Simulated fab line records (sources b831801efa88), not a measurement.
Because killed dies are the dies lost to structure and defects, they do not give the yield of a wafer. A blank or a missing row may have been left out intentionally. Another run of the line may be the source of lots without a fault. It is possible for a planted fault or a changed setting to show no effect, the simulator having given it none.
fab line records	flow gf180mcu
record lots=24	wafers=72	last-day=34
route steps=602 shown CONTACT@291 V1@351 V2@384 V3@431 V4@490
lots with no fault: from the same line, run without faults
start-h: start of the lot's first displayed wafer, in hours after the record's first day	wait-h: hours since the lot's step before	" repeats the value in the row above	L1.1+2: one row covering several wafers at once	- no value, or no start given	* or withheld: withheld	< > ~ a bound
route shown NAME@n: names a module that has steps shown in the file, with the first one's number in the route	usual: mean and standard deviation over wafers with no fault	same: alike in all rows	chamber/n: place in a boat	sites: each site's reading	_std_site: the standard deviation of these	_edge_site: the outer-site mean with the inner-site mean subtracted	radius-mm: how far each site lies from the wafer's centre	mask NAME#n: copy n	behind: the most recent tool/chamber to have shaped the wafer	hold: cause of the lot's hold/its duration in hours/its outcome	device: transistor that didn't switch, given as n, p or np	end of line: tests run on the same wafers once the route is complete	step lacking rows: just its recipe	killed: not the wafer's yield, but the dies lost to structure and defects at the first sort	map: dies across one wafer; x = killed, . = not, _ = none there
set.NAME: setting as actually run; set.NAME@STEP: the setting as run at that earlier step	model.NAME: the simulator's own value behind a step, which no gauge read
a sample of lots followed through the steps of the route, with each step as a table and each wafer as a row
services: a tool's chamber out of use, with start hour (start-h, from the record's first day; less than 0 if before it), hours out, and reason
## steps
# step GF_CONTACT_CMP_04
# recipe material=SiO2	down-force-psi=4	platen-rpm=60	pad-velocity-m-s=0.94248
# usual head-pressure-psi=4.000/0.0084	motor-current-A=12.5/0.89	time-to-endpoint-s=113/6
lot.wafer	tool	chamber	start-h	wait-h	head-pressure-psi	motor-current-A	time-to-endpoint-s
L074.2	cmp-01	0	338.88	0.0	3.990	12.6	108
L074.3	"	2	"	"	3.985	11.8	98
L074.5	"	0	"	"	3.999	12.6	113
L075.3	cmp-01	0	355.03	0.0	3.997	11.7	105
L075.2	"	1	"	"	3.997	12.9	117
L075.5	"	1	"	"	3.993	12.9	111
L076.2	cmp-02	1	371.30	0.1	3.993	12.9	108
L076.1	"	3	"	"	4.009	13.8	112
L076.6	"	0	"	"	4.013	11.7	113
L077.3	cmp-02	2	372.52	0.1	3.998	14.5	108
L077.1	"	3	"	"	4.014	13.7	111
L077.2	"	0	"	"	3.990	11.6	113
L078.3	cmp-02	1	387.74	0.0	3.988	13.2	112
L078.1	"	3	"	"	4.004	13.7	112
L078.2	"	0	"	"	3.994	12.1	117
L079.2	cmp-01	0	389.34	0.0	4.009	12.2	121
L079.3	"	1	"	"	4.011	12.3	115
L079.6	"	0	"	"	4.000	11.6	125
L080.1	cmp-02	3	401.44	0.1	4.003	13.7	107
L080.4	"	0	"	"	4.009	12.2	115
L080.2	"	1	"	"	4.011	12.7	116
L081.1	cmp-02	2	412.45	0.1	3.997	13.7	116
L081.6	"	2	"	"	4.008	14.2	118
L081.5	"	3	"	"	3.998	13.3	123
L082.3	cmp-01	3	416.56	0.1	3.988	11.8	96
L082.4	"	0	"	"	4.019	12.3	107
L082.5	"	3	"	"	4.006	11.9	109
L083.1	cmp-02	0	418.97	0.1	4.004	11.9	107
L083.3	"	2	"	"	3.996	13.6	112
L083.6	"	1	"	"	3.995	12.8	112
L084.2	cmp-02	1	429.00	0.1	4.010	12.7	114
L084.1	"	3	"	"	3.996	14.1	108
L084.4	"	0	"	"	3.992	11.2	120
L085.2	cmp-01	2	438.06	0.1	4.001	11.1	111
L085.5	"	0	"	"	4.007	11.9	114
L085.6	"	1	"	"	4.013	12.4	115
L086.3	cmp-01	2	445.25	0.1	3.995	10.6	103
L086.1	"	3	"	"	3.991	11.5	107
L086.6	"	1	"	"	4.016	12.6	118
L087.3	cmp-01	2	454.41	0.0	3.991	11.6	100
L087.4	"	3	"	"	4.003	11.9	116
L087.5	"	3	"	"	3.997	11.7	111
L088.3	cmp-01	2	465.40	0.0	4.005	11.9	115
L088.4	"	3	"	"	4.012	12.4	114
L088.5	"	3	"	"	4.010	11.9	118
L089.3	cmp-02	1	468.72	0.0	3.988	13.1	118
L089.1	"	3	"	"	4.002	13.8	114
L089.2	"	0	"	"	3.995	11.7	112
L090.3	cmp-01	3	481.19	0.2	3.996	11.3	106
L090.5	"	0	"	"	3.998	12.4	115
L090.6	"	1	"	"	3.988	13.0	114
L091.2	cmp-02	0	487.98	0.0	3.994	12.0	118
L091.3	"	2	"	"	3.980	13.8	115
L091.4	"	3	"	"	3.984	13.5	123
L092.2	cmp-02	3	491.82	0.1	4.000	13.0	112
L092.6	"	2	"	"	3.988	13.6	117
L092.5	"	3	"	"	3.998	13.3	118
L093.3	cmp-02	2	497.47	0.1	3.988	13.8	102
L093.2	"	3	"	"	3.995	13.4	111
L093.5	"	1	"	"	3.994	12.4	117
L094.4	cmp-01	1	503.95	0.0	4.013	12.4	114
L094.3	"	2	"	"	3.985	12.3	104
L094.2	"	0	"	"	3.998	12.2	104
L095.2	cmp-01	1	517.22	0.1	3.995	11.9	108
L095.4	"	2	"	"	3.999	11.2	108
L095.6	"	3	"	"	4.005	11.8	103
L096.3	cmp-01	1	524.06	0.0	4.001	13.4	118
L096.5	"	1	"	"	4.002	12.8	122
L096.6	"	2	"	"	3.999	11.1	117
L097.4	cmp-01	2	536.32	0.0	3.993	11.2	114
L097.1	"	3	"	"	4.002	11.8	99
L097.2	"	0	"	"	4.001	11.8	112
# step GF_V1_ETCH_16
# recipe chemistry=N2/H2	target-depth-a=withheld	overetch-a=withheld	time-s=withheld	target=BARC	ion-energy-ev=200	source-w=500	bias-w=100	pressure-mtorr=30	n2-flow-sccm=100	h2-flow-sccm=200
# usual drypump-motor-current-A=5.5/0.44	oes-product-au=0.855/0.0044	throttle-valve-pct=13.224/0.0087
lot.wafer	tool	chamber	start-h	wait-h	drypump-motor-current-A	oes-product-au	throttle-valve-pct
L074.2	rie-diel-02	1	410.53	0.0	5.0	0.859	13.239
L074.3	"	0	"	"	4.8	0.853	13.218
L074.5	"	0	"	"	4.8	0.846	13.212
L075.2	rie-diel-01	1	427.64	0.0	5.6	0.846	13.220
L075.3	"	2	"	"	5.2	0.845	13.233
L075.5	"	3	"	"	6.1	0.864	13.237
L076.1	rie-diel-04	2	444.69	0.0	5.6	0.853	13.236
L076.2	"	1	"	"	5.9	0.859	13.219
L076.6	"	2	"	"	5.6	0.848	13.214
L077.1	rie-diel-02	3	445.42	0.0	5.2	0.861	13.207
L077.2	"	0	"	"	4.8	0.853	13.207
L077.3	"	2	"	"	5.8	0.852	13.233
L078.1	rie-diel-02	3	463.87	0.0	5.2	0.862	13.221
L078.2	"	2	"	"	5.8	0.848	13.240
L078.3	"	0	"	"	4.8	0.861	13.223
L079.2	rie-diel-01	2	465.18	0.0	5.2	0.857	13.230
L079.3	"	1	"	"	5.6	0.858	13.234
L079.6	"	1	"	"	5.6	0.850	13.233
L080.1	rie-diel-01	1	475.68	0.0	5.6	0.856	13.211
L080.2	"	0	"	"	6.0	0.851	13.219
L080.4	"	3	"	"	6.0	0.856	13.225
L081.1	rie-diel-01	2	489.09	0.0	5.2	0.862	13.222
L081.5	"	1	"	"	5.6	0.850	13.228
L081.6	"	0	"	"	6.0	0.858	13.233
L082.3	rie-diel-02	0	491.57	0.0	4.8	0.857	13.210
L082.4	"	2	"	"	5.8	0.851	13.233
L082.5	"	1	"	"	5.0	0.857	13.222
L083.1	rie-diel-02	3	494.77	0.0	5.2	0.855	13.228
L083.3	"	2	"	"	5.8	0.856	13.215
L083.6	"	2	"	"	5.8	0.855	13.241
L084.1	rie-diel-01	2	503.82	0.0	5.2	0.858	13.220
L084.2	"	3	"	"	6.1	0.862	13.226
L084.4	"	1	"	"	5.6	0.862	13.206
L085.2	rie-diel-01	2	513.17	0.0	5.2	0.851	13.225
L085.5	"	0	"	"	6.0	0.852	13.227
L085.6	"	3	"	"	6.0	0.857	13.224
L086.1	rie-diel-02	2	519.64	0.0	5.8	0.857	13.224
L086.3	"	3	"	"	5.2	0.856	13.224
L086.6	"	0	"	"	4.8	0.849	13.220
L087.3	rie-diel-02	3	527.33	0.0	5.2	0.857	13.217
L087.4	"	1	"	"	5.0	0.853	13.216
L087.5	"	3	"	"	5.2	0.860	13.230
L088.3	rie-diel-02	3	539.18	0.0	5.2	0.864	13.221
L088.4	"	0	"	"	4.8	0.850	13.235
L088.5	"	2	"	"	5.8	0.855	13.219
L089.1	rie-diel-01	3	542.67	0.0	6.0	0.853	13.214
L089.2	"	1	"	"	5.6	0.857	13.213
L089.3	"	0	"	"	6.0	0.855	13.228
L090.3	rie-diel-02	3	552.27	0.0	5.2	0.855	13.218
L090.5	"	0	"	"	4.8	0.851	13.228
L090.6	"	3	"	"	5.2	0.849	13.221
L091.2	rie-diel-01	0	561.19	0.0	6.0	0.860	13.222
L091.3	"	3	"	"	6.0	0.859	13.229
L091.4	"	2	"	"	5.2	0.857	13.220
L092.2	rie-diel-01	3	563.07	0.0	6.0	0.853	13.225
L092.5	"	0	"	"	6.0	0.850	13.229
L092.6	"	3	"	"	6.0	0.858	13.229
L093.2	rie-diel-01	3	570.29	0.0	6.0	0.849	13.239
L093.3	"	1	"	"	5.6	0.855	13.221
L093.5	"	1	"	"	5.6	0.849	13.241
L094.2	rie-diel-01	2	573.14	0.0	5.2	0.855	13.234
L094.3	"	3	"	"	6.1	0.861	13.225
L094.4	"	1	"	"	5.6	0.857	13.225
L095.2	rie-diel-02	2	587.64	0.0	5.8	0.857	13.208
L095.4	"	0	"	"	4.8	0.857	13.227
L095.6	"	1	"	"	5.0	0.853	13.225
L096.3	rie-diel-02	2	594.62	0.0	5.8	0.860	13.210
L096.5	"	0	"	"	4.8	0.860	13.222
L096.6	"	3	"	"	5.2	0.859	13.226
L097.1	rie-diel-01	3	604.47	0.0	6.0	0.854	13.231
L097.2	"	0	"	"	6.0	0.849	13.224
L097.4	"	1	"	"	5.6	0.850	13.209
# step GF_V1_SPUTTER_22
# recipe material=TiN	target-thk-nm=10	chamber-pressure-pa=5	power-w=4000	time-s=40
# usual throttle-valve-pct=30.5/0.95
lot.wafer	tool	chamber	start-h	wait-h	throttle-valve-pct
L074.2	pvd-sputter-04	-	411.26	0.0	30.9
L074.3	"	-	"	"	29.5
L074.5	"	-	"	"	30.6
L075.2	pvd-sputter-02	-	428.37	0.0	30.2
L075.3	"	-	"	"	30.8
L075.5	"	-	"	"	30.7
L076.1	pvd-sputter-02	-	445.42	0.0	30.6
L076.2	"	-	"	"	29.2
L076.6	"	-	"	"	30.6
L077.1	pvd-sputter-04	-	446.14	0.0	31.1
L077.2	"	-	"	"	29.6
L077.3	"	-	"	"	30.1
L078.1	pvd-sputter-02	-	464.63	0.0	29.5
L078.2	"	-	"	"	31.8
L078.3	"	-	"	"	30.2
L079.2	pvd-sputter-02	-	465.91	0.0	29.4
L079.3	"	-	"	"	30.2
L079.6	"	-	"	"	28.8
L080.1	pvd-sputter-02	-	476.40	0.0	30.7
L080.2	"	-	"	"	31.8
L080.4	"	-	"	"	28.9
L081.1	pvd-sputter-02	-	489.82	0.0	30.0
L081.5	"	-	"	"	29.2
L081.6	"	-	"	"	30.6
L082.3	pvd-sputter-04	-	492.32	0.0	31.0
L082.4	"	-	"	"	30.4
L082.5	"	-	"	"	30.2
L083.1	pvd-sputter-02	-	495.54	0.0	30.3
L083.3	"	-	"	"	30.8
L083.6	"	-	"	"	30.1
L084.1	pvd-sputter-03	-	504.55	0.0	29.5
L084.2	"	-	"	"	32.9
L084.4	"	-	"	"	29.4
L085.2	pvd-sputter-02	-	513.90	0.0	29.0
L085.5	"	-	"	"	30.1
L085.6	"	-	"	"	31.7
L086.1	pvd-sputter-02	-	520.37	0.0	31.7
L086.3	"	-	"	"	29.3
L086.6	"	-	"	"	30.0
L087.3	pvd-sputter-03	-	528.06	0.0	29.6
L087.4	"	-	"	"	30.1
L087.5	"	-	"	"	29.2
L088.3	pvd-sputter-02	-	539.91	0.0	31.8
L088.4	"	-	"	"	29.1
L088.5	"	-	"	"	31.9
L089.1	pvd-sputter-03	-	543.48	0.0	29.5
L089.2	"	-	"	"	29.4
L089.3	"	-	"	"	30.0
L090.3	pvd-sputter-04	-	552.99	0.0	30.4
L090.5	"	-	"	"	30.1
L090.6	"	-	"	"	31.1
L091.2	pvd-sputter-03	-	561.91	0.0	29.7
L091.3	"	-	"	"	29.7
L091.4	"	-	"	"	32.9
L092.2	pvd-sputter-04	-	563.79	0.0	30.7
L092.5	"	-	"	"	29.5
L092.6	"	-	"	"	30.8
L093.2	pvd-sputter-04	-	571.01	0.0	31.2
L093.3	"	-	"	"	30.2
L093.5	"	-	"	"	30.0
L094.2	pvd-sputter-02	-	573.86	0.0	30.4
L094.3	"	-	"	"	30.1
L094.4	"	-	"	"	31.9
L095.2	pvd-sputter-04	-	588.36	0.0	30.8
L095.4	"	-	"	"	30.2
L095.6	"	-	"	"	29.9
L096.3	pvd-sputter-02	-	595.37	0.0	30.4
L096.5	"	-	"	"	31.9
L096.6	"	-	"	"	30.0
L097.1	pvd-sputter-04	-	605.24	0.0	30.3
L097.2	"	-	"	"	30.8
L097.4	"	-	"	"	31.1
# step GF_V2_CVD_02
# recipe material=SiO2	target-thk-nm=850	precursor=TEOS	temp-c=400	time-s=94.851	rf-w=600
# usual heater-power-w=696/140
lot.wafer	tool	chamber	start-h	wait-h	heater-power-w
L074.2	pecvd-02	2	437.72	0.0	692
L074.3	"	0	"	"	569
L074.5	"	1	"	"	827
L075.2	pecvd-03	1	454.90	0.0	542
L075.3	"	1	"	"	575
L075.5	"	1	"	"	617
L076.1	pecvd-03	1	471.28	0.1	589
L076.2	"	2	"	"	867
L076.6	"	2	"	"	762
L077.1	pecvd-02	0	471.92	0.1	628
L077.2	"	1	"	"	879
L077.3	"	2	"	"	588
L078.1	pecvd-02	1	490.57	0.1	1033
L078.2	"	2	"	"	619
L078.3	"	0	"	"	663
L079.2	pecvd-02	2	492.51	0.0	614
L079.3	"	1	"	"	1034
L079.6	"	2	"	"	667
L080.1	pecvd-04	2	502.13	0.1	632
L080.2	"	0	"	"	660
L080.4	"	2	"	"	690
L081.1	pecvd-02	1	514.83	0.1	1050
L081.5	"	0	"	"	690
L081.6	"	2	"	"	560
L082.3	pecvd-03	0	517.13	0.0	687
L082.4	"	2	"	"	845
L082.5	"	1	"	"	527
L083.1	pecvd-02	0	521.17	0.1	658
L083.3	"	1	"	"	1023
L083.6	"	2	"	"	575
L084.1	pecvd-02	0	528.60	0.1	656
L084.2	"	1	"	"	976
L084.4	"	0	"	"	533
L085.2	pecvd-04	1	538.60	0.0	754
L085.5	"	1	"	"	596
L085.6	"	0	"	"	533
L086.1	pecvd-04	0	544.91	0.1	544
L086.3	"	2	"	"	600
L086.6	"	1	"	"	733
L087.3	pecvd-02	0	552.06	0.0	656
L087.4	"	1	"	"	1007
L087.5	"	0	"	"	534
L088.3	pecvd-02	0	563.45	0.0	687
L088.4	"	1	"	"	866
L088.5	"	2	"	"	687
L089.1	pecvd-04	1	567.49	0.1	736
L089.2	"	0	"	"	669
L089.3	"	2	"	"	703
L090.3	pecvd-02	0	576.58	0.0	571
L090.5	"	2	"	"	668
L090.6	"	0	"	"	619
L091.2	pecvd-04	2	585.32	0.0	718
L091.3	"	1	"	"	727
L091.4	"	2	"	"	574
L092.2	pecvd-04	1	587.25	0.0	647
L092.5	"	2	"	"	669
L092.6	"	0	"	"	677
L093.2	pecvd-03	1	594.30	0.0	549
L093.3	"	0	"	"	610
L093.5	"	1	"	"	580
L094.2	pecvd-04	0	596.90	0.0	629
L094.3	"	1	"	"	645
L094.4	"	1	"	"	691
L095.2	pecvd-02	0	611.38	0.0	602
L095.4	"	2	"	"	693
L095.6	"	0	"	"	636
L096.3	pecvd-04	1	618.06	0.0	646
L096.5	"	2	"	"	700
L096.6	"	1	"	"	706
L097.1	pecvd-03	1	627.92	0.1	600
L097.2	"	2	"	"	773
L097.4	"	1	"	"	461
# step GF_V3_CVD_02
# recipe material=SiO2	target-thk-nm=850	precursor=TEOS	temp-c=400	time-s=94.851	rf-w=600
# usual heater-power-w=671/100
lot.wafer	tool	chamber	start-h	wait-h	heater-power-w
L074.2	pecvd-01	0	489.43	0.0	553
L074.3	"	2	"	"	930
L074.5	"	1	"	"	529
L075.2	pecvd-03	1	505.27	0.0	572
L075.3	"	2	"	"	825
L075.5	"	0	"	"	708
L076.1	pecvd-03	2	521.55	0.1	849
L076.2	"	0	"	"	598
L076.6	"	1	"	"	475
L077.1	pecvd-04	2	522.03	0.1	650
L077.2	"	0	"	"	516
L077.3	"	1	"	"	682
L078.1	pecvd-03	1	539.97	0.1	477
L078.2	"	0	"	"	581
L078.3	"	2	"	"	731
L079.2	pecvd-01	1	541.15	0.0	617
L079.3	"	0	"	"	688
L079.6	"	2	"	"	865
L080.1	pecvd-04	2	550.48	0.1	605
L080.2	"	0	"	"	638
L080.4	"	2	"	"	656
L081.1	pecvd-01	2	562.92	0.1	838
L081.5	"	0	"	"	570
L081.6	"	2	"	"	862
L082.3	pecvd-04	0	565.26	0.0	563
L082.4	"	2	"	"	568
L082.5	"	1	"	"	695
L083.1	pecvd-03	2	568.89	0.1	725
L083.3	"	2	"	"	776
L083.6	"	2	"	"	791
L084.1	pecvd-03	2	574.87	0.1	795
L084.2	"	1	"	"	560
L084.4	"	2	"	"	846
L085.2	pecvd-03	1	586.02	0.0	597
L085.5	"	2	"	"	827
L085.6	"	1	"	"	481
L086.1	pecvd-04	1	592.55	0.1	676
L086.3	"	2	"	"	616
L086.6	"	1	"	"	735
L087.3	pecvd-04	0	598.34	0.0	567
L087.4	"	2	"	"	578
L087.5	"	0	"	"	604
L088.3	pecvd-04	0	609.90	0.0	588
L088.4	"	1	"	"	581
L088.5	"	0	"	"	633
L089.1	pecvd-04	1	613.57	0.1	723
L089.2	"	0	"	"	613
L089.3	"	2	"	"	583
L090.3	pecvd-04	0	621.39	0.0	633
L090.5	"	2	"	"	690
L090.6	"	0	"	"	657
L091.2	pecvd-03	0	629.79	0.0	671
L091.3	"	2	"	"	738
L091.4	"	1	"	"	567
L092.2	pecvd-03	1	631.92	0.0	517
L092.5	"	0	"	"	706
L092.6	"	1	"	"	547
L093.2	pecvd-04	1	638.34	0.0	716
L093.3	"	2	"	"	673
L093.5	"	0	"	"	613
L094.2	pecvd-03	2	640.35	0.0	849
L094.3	"	1	"	"	499
L094.4	"	1	"	"	559
L095.2	pecvd-01	2	654.87	0.0	917
L095.4	"	2	"	"	765
L095.6	"	1	"	"	639
L096.3	pecvd-01	0	660.61	0.0	710
L096.5	"	0	"	"	563
L096.6	"	1	"	"	622
L097.1	pecvd-01	1	669.55	0.1	640
L097.2	"	2	"	"	953
L097.4	"	1	"	"	669
# step GF_V4_CD_MEAS_14
# recipe target-cd-nm=260
# usual cd-nm=260.4/1.2
lot.wafer	tool	chamber	start-h	wait-h	cd-nm
L074.2	cd-sem-02	-	561.95	0.1	259.9
L074.3	"	-	"	"	260.6
L074.5	"	-	"	"	260.3
L075.2	cd-sem-01	-	575.55	0.1	261.6
L075.3	"	-	"	"	260.6
L075.5	"	-	"	"	260.6
L076.1	cd-sem-01	-	591.81	0.1	259.2
L076.2	"	-	"	"	258.4
L076.6	"	-	"	"	258.5
L077.1	cd-sem-01	-	592.41	0.1	260.7
L077.2	"	-	"	"	259.8
L077.3	"	-	"	"	261.2
L078.1	cd-sem-01	-	608.66	0.1	261.3
L078.2	"	-	"	"	260.6
L078.3	"	-	"	"	260.7
L079.2	cd-sem-02	-	610.08	0.1	259.9
L079.3	"	-	"	"	262.2
L079.6	"	-	"	"	258.7
L080.1	cd-sem-01	-	617.18	0.1	260.0
L080.2	"	-	"	"	260.5
L080.4	"	-	"	"	261.2
L081.1	cd-sem-02	-	629.71	0.1	262.0
L081.5	"	-	"	"	261.1
L081.6	"	-	"	"	260.5
L082.3	cd-sem-01	-	633.40	0.1	260.4
L082.4	"	-	"	"	260.1
L082.5	"	-	"	"	260.7
L083.1	cd-sem-02	-	635.26	0.1	257.3
L083.3	"	-	"	"	258.8
L083.6	"	-	"	"	259.2
L084.1	cd-sem-02	-	640.46	0.1	258.5
L084.2	"	-	"	"	258.8
L084.4	"	-	"	"	259.2
L085.2	cd-sem-01	-	650.63	0.1	258.8
L085.5	"	-	"	"	260.6
L085.6	"	-	"	"	261.2
L086.1	cd-sem-02	-	656.56	0.1	260.4
L086.3	"	-	"	"	259.7
L086.6	"	-	"	"	260.2
L087.3	cd-sem-02	-	661.75	0.1	259.5
L087.4	"	-	"	"	260.0
L087.5	"	-	"	"	260.9
L088.3	cd-sem-01	-	673.05	0.1	262.3
L088.4	"	-	"	"	261.7
L088.5	"	-	"	"	261.6
L089.1	cd-sem-01	-	676.43	0.1	261.1
L089.2	"	-	"	"	261.7
L089.3	"	-	"	"	262.1
L090.3	cd-sem-01	-	684.55	0.1	261.4
L090.5	"	-	"	"	261.0
L090.6	"	-	"	"	261.7
L091.2	cd-sem-01	-	693.10	0.1	259.1
L091.3	"	-	"	"	259.2
L091.4	"	-	"	"	258.9
L092.2	cd-sem-01	-	694.05	0.1	259.9
L092.5	"	-	"	"	259.6
L092.6	"	-	"	"	260.8
L094.2	cd-sem-01	-	701.40	0.1	262.2
L094.3	"	-	"	"	260.2
L094.4	"	-	"	"	262.6
L093.2	cd-sem-01	-	702.05	0.1	259.0
L093.3	"	-	"	"	258.7
L093.5	"	-	"	"	259.8
L095.2	cd-sem-02	-	716.05	0.1	261.5
L095.4	"	-	"	"	261.0
L095.6	"	-	"	"	262.2
L096.3	cd-sem-02	-	721.30	0.1	261.9
L096.5	"	-	"	"	262.1
L096.6	"	-	"	"	261.5
L097.1	cd-sem-01	-	729.46	0.1	261.4
L097.2	"	-	"	"	261.1
L097.4	"	-	"	"	260.7
## services
tool	chamber	start-h	hours	kind
cmp-02	-	317.97	6.6	repair
rie-diel-01	2	329.79	2.8	repair
pecvd-03	-	340.63	1.0	repair
cmp-01	-	342.00	0.2	repair
cmp-01	-	342.65	0.3	repair
rie-diel-02	1	349.67	1.4	repair
pvd-sputter-02	-	357.39	4.8	repair
cmp-01	-	366.76	2.4	repair
rie-diel-01	1	397.33	5.3	repair
cmp-01	-	404.00	4.0	pm
pvd-sputter-02	-	412.19	1.1	repair
cmp-01	-	424.46	5.7	pm
rie-diel-01	-	431.01	2.8	pm
pvd-sputter-02	-	435.73	7.6	repair
rie-diel-01	0	437.97	9.4	repair
pecvd-03	0	450.11	25.9	repair
pecvd-03	-	511.58	0.5	repair
rie-diel-01	2	522.78	9.4	repair
pecvd-03	0	544.05	9.5	repair
pecvd-04	-	554.65	1.0	repair
pecvd-03	0	566.17	14.8	repair
pecvd-03	-	596.83	14.6	pm
pecvd-04	-	651.85	1.4	repair
cmp-01	-	668.69	0.5	repair
## key
fault none
